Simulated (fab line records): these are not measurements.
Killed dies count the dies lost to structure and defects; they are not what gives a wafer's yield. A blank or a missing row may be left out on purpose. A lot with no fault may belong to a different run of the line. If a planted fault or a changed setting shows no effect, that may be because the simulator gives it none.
8D (eight disciplines) problem report, filled in by code + flow sky130 + the parts of the form that need people (team, actions taken, sign-off) are left out

## 1. PROBLEM STATEMENT
Mean VT_ADJUST_HVTR_TW at SKY_VT_ADJUST_HVTR_TW_MEAS_11: 30.1 over 6 wafers in 2 lots; fault-free wafers: 209.8, standard deviation 1.9. That is -95 standard deviations from the usual mean.
Earliest sighting: wafer L816.3 on film-metro-01 at day 13 00:04. Wafers with a number at this step in the record: 33, from 11 lots. Rule for "out" (also "out of limits"): further than 4 standard deviations from the usual mean. Any other wafer with a number is counted as sound.

## 2. WHAT IT IS; WHAT IT IS NOT
| question                    | is                     | is not                                                                                            |
|-----------------------------|------------------------|---------------------------------------------------------------------------------------------------|
| which readings at this step | VT_ADJUST_HVTR_TW      | -                                                                                                 |
| which lots                  | L816, L817             | L805, L806, L812, L818, L819, L820, L822, L823, L828                                              |
| which wafers of those lots  | all that have a number | -                                                                                                 |
| read on which gauges        | film-metro-01          | film-metro-02, film-metro-03                                                                      |
| when                        | from day 13 00:04      | up to then (9 sound wafers); but 18 sound wafers of L818, L819, L820, L822, L823, L828 came after |

## 3. THE SUSPECTS, EACH WITH WHAT RULES IT OUT
Counting: a tool stays on the suspect list if, at a process step up to the reading, it processed all lots that are out and no sound lot following the first of them.
- the gauge at SKY_VT_ADJUST_HVTR_TW_MEAS_11 has been ruled out. All the wafers that are out were read on film-metro-01, but those of them that SKY_VT_ADJUST_HVTR_STRIP_10 has rows for are out there too, on other tools.
- plasma-asher-01 at SKY_VT_ADJUST_NCORE_STRIP_10 (strips in O2/N2): ruled out as a lasting fault. Sound lots L818, L820, L822, L823, L828 ran on it after its first lot that is out, L816 (day 11 23:25).
Left after counting: nothing in the record.

## 4. THE CAUSE (what the simulator had put in)
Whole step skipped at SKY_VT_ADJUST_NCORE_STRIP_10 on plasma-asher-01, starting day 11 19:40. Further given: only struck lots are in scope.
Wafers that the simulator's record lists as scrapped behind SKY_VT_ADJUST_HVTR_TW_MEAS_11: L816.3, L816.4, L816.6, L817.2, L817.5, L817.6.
The count ruled it out by mistake, since the rule takes a fault to strike every lot its tool runs from the start of the fault on, and this one did not do so.

## 5. THE CHAIN OF EFFECTS, in route order
One row per reading whose mean, taken over the struck wafers that have a number, lies over 3 standard deviations from the usual. Only readings whose record carries a usual standard deviation are examined. hours: median over the lots of the time between each lot's start at the first step of this table that gives one and its start at this step. sigmas: the change, counted in usual standard deviations.
| hours | step                          | reading                  | usual   | on struck wafers | change | sigmas      |
|-------|-------------------------------|--------------------------|---------|------------------|--------|-------------|
| 0     | SKY_VT_ADJUST_HVTR_STRIP_10   | strip-time-to-endpoint-s | 14.18 s | 31.22            | +17.04 | +99 or more |
| 0     | SKY_VT_ADJUST_HVTR_TW_MEAS_11 | VT_ADJUST_HVTR_TW        | 209.8   | 30.1             | -179.7 | -95         |
It contains these process steps:
- SKY_VT_ADJUST_HVTR_STRIP_10: strips in O2/N2.
Readings that are blank on the struck wafers while sound wafers have them: chamber-pressure-mTorr at SKY_VT_ADJUST_NCORE_STRIP_10; drypump-motor-current-A at SKY_VT_ADJUST_NCORE_STRIP_10; oes-product-au at SKY_VT_ADJUST_NCORE_STRIP_10; strip-time-to-endpoint-s at SKY_VT_ADJUST_NCORE_STRIP_10.

## 6. HOW IT WOULD HAVE BEEN CAUGHT EARLIER
Counted from the fault's start at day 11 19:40, it took 28 hours until the first out-of-limits reading at a measuring or inspecting step in this record, taken at day 13 00:04.
At SKY_VT_ADJUST_NCORE_STRIP_10 the tool's readings are blank on the struck wafers, where sound wafers have them: an empty tool record is the first sign, and it was there at once.
